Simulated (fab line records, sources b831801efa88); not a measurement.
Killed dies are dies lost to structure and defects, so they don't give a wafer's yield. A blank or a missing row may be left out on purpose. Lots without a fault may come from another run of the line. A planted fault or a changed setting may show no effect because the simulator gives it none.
One fault seen from 2 desks | flow sky130 | each desk has only its own numbers; what lay behind them comes last

THE TOOL OWNER'S DESK: pvd_sputter-04
The tool's own readings at SKY_VIA3_SPUTTER_20 (material TiN, target thk 20 nm, time 80 s): means of the sampled wafers that have a number, for each lot that ran on this tool. A lot is out of limits, marked OUT, if its mean lies more than 4 standard deviations from the usual mean; the brackets give that distance.
Columns: A = throttle_valve_pct at SKY_VIA3_SPUTTER_20, usual 30.1 %
lot  | first seen here | A
L877 | day 41 17:50    | 29.8
L886 | day 45 17:59    | 29.6
L887 | day 45 19:00    | 29.9
This desk's finding: nothing out of limits on any of the 3 lots.

THE METROLOGY DESK
What the gauges read, lot by lot, whatever tool the lot ran on: means of the sampled wafers that have a number. A lot is out of limits, marked OUT, if its mean lies more than 4 standard deviations from the usual mean; the brackets give that distance.
Columns: A = cd_nm at SKY_VIA3_CD_MEAS_12, usual 199.9 nm; B = VIA3_OVL at SKY_VIA3_OVL_MEAS_13, usual -2 nm
lot  | first seen here | A     | B
L877 | day 41 17:01    | 200.1 | -2
L878 | day 42 07:11    | 197.0 | -6
L886 | day 45 17:09    | 200.0 | -1
L887 | day 45 18:10    | 203.4 | 3
L892 | day 45 20:51    | 201.6 | 1
L891 | day 45 23:23    | 200.2 | -1
This desk's finding: nothing out of limits on any of the 6 lots.

PUT TOGETHER
The tool owner's desk saw nothing out of limits.
The metrology desk saw nothing out of limits.

WHAT THE SIMULATOR HAD PUT IN
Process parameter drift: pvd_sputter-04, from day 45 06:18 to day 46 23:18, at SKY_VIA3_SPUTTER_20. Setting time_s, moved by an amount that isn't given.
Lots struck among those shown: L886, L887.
